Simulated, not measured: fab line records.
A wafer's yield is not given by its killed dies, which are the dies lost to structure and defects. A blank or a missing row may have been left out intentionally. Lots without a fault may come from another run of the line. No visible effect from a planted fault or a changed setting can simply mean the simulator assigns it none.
Chamber matching | flow gf180mcu | GF_HV_LDD_ETCHBACK_58 on rie_diel-01 has 4 sister chambers
The step etches Si3N4 in CH3F/O2, stops on SiO2, time 100 s, target depth 90 nm. 8 wafers are shown with their chamber, then 7 later ones without.

EACH WAFER AND ITS CHAMBER
wafer  | chamber | drypump_motor_current_A (A) | throttle_valve_pct (%)
L472.4 | 0       | 5.0                         | 10.569
L486.3 | 2       | 5.1                         | 10.539
L486.4 | 1       | 5.7                         | 10.560
L488.3 | 3       | 6.1                         | 10.544
L488.4 | 0       | 5.0                         | 10.575
L488.6 | 1       | 5.8                         | 10.548
L490.1 | 3       | 6.1                         | 10.569
L490.2 | 2       | 5.0                         | 10.559

WAFERS MISSING THEIR CHAMBER
wafer  | drypump_motor_current_A (A) | throttle_valve_pct (%)
L490.4 | 5.8                         | 10.566
L492.1 | 5.1                         | 10.557
L492.3 | 5.0                         | 10.561
L492.6 | 5.0                         | 10.569
L493.1 | 6.1                         | 10.574
L493.2 | 5.1                         | 10.560
L493.3 | 5.0                         | 10.576

EACH ONE'S CHAMBER
wafer  | from the rows above     | in truth
L490.4 | 1                       | 1
L492.1 | can't be placed: 2 or 0 | 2
L492.3 | can't be placed: 0 or 2 | 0
L492.6 | can't be placed: 0 or 2 | 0
L493.1 | 3                       | 3
L493.2 | can't be placed: 2 or 0 | 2
L493.3 | 0                       | 0
Correct placement for 3 of the 7. From these rows, 4 cannot be placed; in 4 the true chamber is one of the candidates. Placed wrongly: 0.
How it was worked out, from the rows above alone: a wafer's distance from a chamber is the root of the sum, over the readings, of the square of ((its reading less the chamber's mean) divided by the reading's scatter). The wafer belongs to the nearest chamber; if the next one is less than 2 further off, it can't be placed. A chamber's mean is the mean of its shown wafers. How the scatter is found: for the shown wafers, subtract from each reading the mean of its chamber, square and add these, divide the total by (wafers less chambers), then take the root.
